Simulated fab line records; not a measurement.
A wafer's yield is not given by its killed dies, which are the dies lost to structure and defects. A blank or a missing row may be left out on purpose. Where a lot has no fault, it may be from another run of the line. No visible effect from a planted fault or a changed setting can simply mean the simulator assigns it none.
Chamber matching :: flow sky130 :: pecvd-03 running SKY_CAP2M_CVD_00: 3 sister chambers
The step deposits SiO2, target thk 15.5 nm. 3 wafers are shown with their chamber, then 7 later ones without.

## WAFERS PAIRED WITH THEIR CHAMBERS
wafer: L082.4
chamber: 2
heater power w (W): 622

wafer: L086.1
chamber: 0
heater power w (W): 800

wafer: L086.4
chamber: 1
heater power w (W): 857

## WAFERS WITHOUT THEIR CHAMBER
wafer: L086.5
heater power w (W): 882

wafer: L087.3
heater power w (W): 780

wafer: L087.4
heater power w (W): 672

wafer: L087.5
heater power w (W): 833

wafer: L088.1
heater power w (W): 619

wafer: L088.2
heater power w (W): 743

wafer: L088.5
heater power w (W): 752

## EACH ONE'S CHAMBER
wafer: L086.5
from the rows above: can't be placed: 1 or 0
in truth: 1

wafer: L087.3
from the rows above: can't be placed: 0 or 1
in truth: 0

wafer: L087.4
from the rows above: 2
in truth: 2

wafer: L087.5
from the rows above: can't be placed: 1 or 0
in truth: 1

wafer: L088.1
from the rows above: 2
in truth: 2

wafer: L088.2
from the rows above: can't be placed: 0 or 1 or 2
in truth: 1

wafer: L088.5
from the rows above: can't be placed: 0 or 1
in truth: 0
Correct placement for 2 of the 7. These rows do not allow placing 5 (true chamber among the candidates in 5). Placed wrongly: 0.
How it was worked out, from the rows above alone: a wafer's distance from a chamber is the root of the sum, over the readings, of the square of ((its reading less the chamber's mean) divided by the reading's scatter). If the next closest chamber is less than 2 further off than the closest, the wafer can't be placed; otherwise it belongs to the closest. For every chamber, the mean is computed from those of its wafers that are shown. The scatter: root of mean squared gap, hidden wafer to nearest shown wafer, with one shown wafer a chamber.
